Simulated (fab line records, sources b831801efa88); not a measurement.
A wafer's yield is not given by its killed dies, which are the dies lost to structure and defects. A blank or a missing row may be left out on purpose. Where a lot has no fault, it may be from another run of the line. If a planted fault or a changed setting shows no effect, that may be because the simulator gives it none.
A struck lot beside a sound one    flow sfqLine    15 out of 325 route steps
Sound: wafers L785.1, L785.3, L785.6. Struck: wafers L797.2, L797.5 (left out: L797.3, a lot-mate that was not struck); the cause follows at the end.
At each step with rows: each side's tool, then ch and its chambers, then its first start. Under that, the readings that differ: sound wafers    struck wafers    difference of the means    sigmas: that difference in standard deviations of wafers without a fault.
alike: words and numbers the same on both sides, and readings whose means are apart by under 2 such deviations; not compared: readings that were withheld, readings missing a value for some wafer, numbers with overlapping values and no deviation given by the record, and bounds like >300 which may hide the same value.
The two part at a step that has a row with sigmas, a row that says differs or no value, or rows on one side only. Non-overlapping numbers with no deviation appear without sigmas and do not part them. A reading that every wafer of one side lacks parts them only if that side has two wafers or more.

SFQ_TRILAYER_L0_BARC_OPEN_METAL_ETCH_010: etches BARC in O2, target depth 125 nm, time 41.7 s.
  sound on rieMetal-02 ch 0,1, day 2 10:29; struck on rieMetal-02 ch 1, day 5 01:06
  alike: drypumpMotorCurrentA, oesProductAu
  not compared: rfHoursCounterH
SFQ_TRILAYER_L0_ETCH_METAL_ETCH_008: etches MoNx KI in SF6/O2, stops on SiO2, target depth 50 nm, time 25 s.
  sound on rieMetal-02 ch 0,1, day 2 10:32; struck on rieMetal-02 ch 1, day 5 01:10
  alike: drypumpMotorCurrentA, oesProductAu
  not compared: rfHoursCounterH
SFQ_TRILAYER_L0_STRIP_STRIP_009: strips in O2.
  sound on rieMetal-02 ch 0,1, day 2 10:35; struck on rieMetal-02 ch 1, day 5 01:13
reading          sound              struck       difference  sigmas
platenTempC (C)  39.87 39.94 40.04  40.10 40.26  +0.23       +2
  alike: drypumpMotorCurrentA, oesProductAu
  not compared: rfHoursCounterH
then, 1 step without rows for these wafers: SFQ_TRILAYER_L0_STRIP_SOLV_CLEAN_010 (cleans in NMP, time 600 s).
SFQ_TRILAYER_L0_CAP_PECVD_011: deposits SiO2 from SiH4/N2O, time 13.333 s, target thk 60 nm.
  sound on pecvd-01 ch 0,2, day 2 11:32; struck on pecvd-01 ch 1, day 5 01:59
  alike: heaterPowerW, susceptorTempC, throttleValvePct
then, 6 steps without rows for these wafers: SFQ_TRILAYER_L0_VIA_LITHO_COAT_018 (resist thk 62 nm); SFQ_TRILAYER_L0_VIA_LITHO_COAT_013 (resist thk 639.5 nm); SFQ_TRILAYER_L0_VIA_LITHO_SOFTBAKE_017; SFQ_TRILAYER_L0_VIA_LITHO_EXPOSE_014 (exposes mask L0V, target cd 700 nm); SFQ_TRILAYER_L0_VIA_LITHO_PEB_016 (peb time 60 s); SFQ_TRILAYER_L0_VIA_LITHO_DEVELOP_015 (time 60 s).
-- the record jumps here: 2 days lie between the struck wafers' starts before and after --
SFQ_L0V_OVL_MEAS_903:
  sound: overlay-02 at day 5 04:42; struck: overlay-02 at day 7 08:19
  alike: L0V_OVL
SFQ_TRILAYER_L0_VIA_BARC_OPEN_VIA_ETCH_021: etches BARC in O2, target depth 125 nm, time 41.7 s.
  sound on rieDiel-02 ch 0,3, day 5 04:44; struck on rieDiel-02 ch 1, day 7 08:20
reading                                                 sound            struck       difference  sigmas
model.KrF_of_TRILAYER_L0_VIA_LITHO_COAT_013.thkNm (nm)  561 561.9 561.1  569.8 569.8  +8.5        
  alike: drypumpMotorCurrentA, oesProductAu
  not compared: rfHoursCounterH
SFQ_TRILAYER_L0_VIA_ETCH_VIA_ETCH_016: etches SiO2 in CHF3, stops on MoNx KI, target depth 80 nm.
  sound on rieDiel-02 ch 0,3, day 5 04:47; struck on rieDiel-02 ch 1, day 7 08:23
reading                                                 sound              struck   difference  sigmas
model.KrF_of_TRILAYER_L0_VIA_LITHO_COAT_013.thkNm (nm)  547.2 548.1 547.2  556 556  +8          
  alike: drypumpMotorCurrentA, oesProductAu
SFQ_TRILAYER_L0_VIA_STRIP_STRIP_017: strips in O2.
  sound on rieMetal-03 ch 0, day 5 04:49; struck on rieMetal-01 ch 1, day 7 08:26
  alike: drypumpMotorCurrentA, oesProductAu, platenTempC
  not compared: rfHoursCounterH

## WHERE THEY PART
Only at SFQ_TRILAYER_L0_STRIP_STRIP_009, as far as this record shows. Later steps at which nothing parts them and some readings are alike: SFQ_TRILAYER_L0_CAP_PECVD_011, SFQ_L0V_OVL_MEAS_903, SFQ_TRILAYER_L0_VIA_BARC_OPEN_VIA_ETCH_021, SFQ_TRILAYER_L0_VIA_ETCH_VIA_ETCH_016, SFQ_TRILAYER_L0_VIA_STRIP_STRIP_017.

WHY: whatever the simulator had introduced
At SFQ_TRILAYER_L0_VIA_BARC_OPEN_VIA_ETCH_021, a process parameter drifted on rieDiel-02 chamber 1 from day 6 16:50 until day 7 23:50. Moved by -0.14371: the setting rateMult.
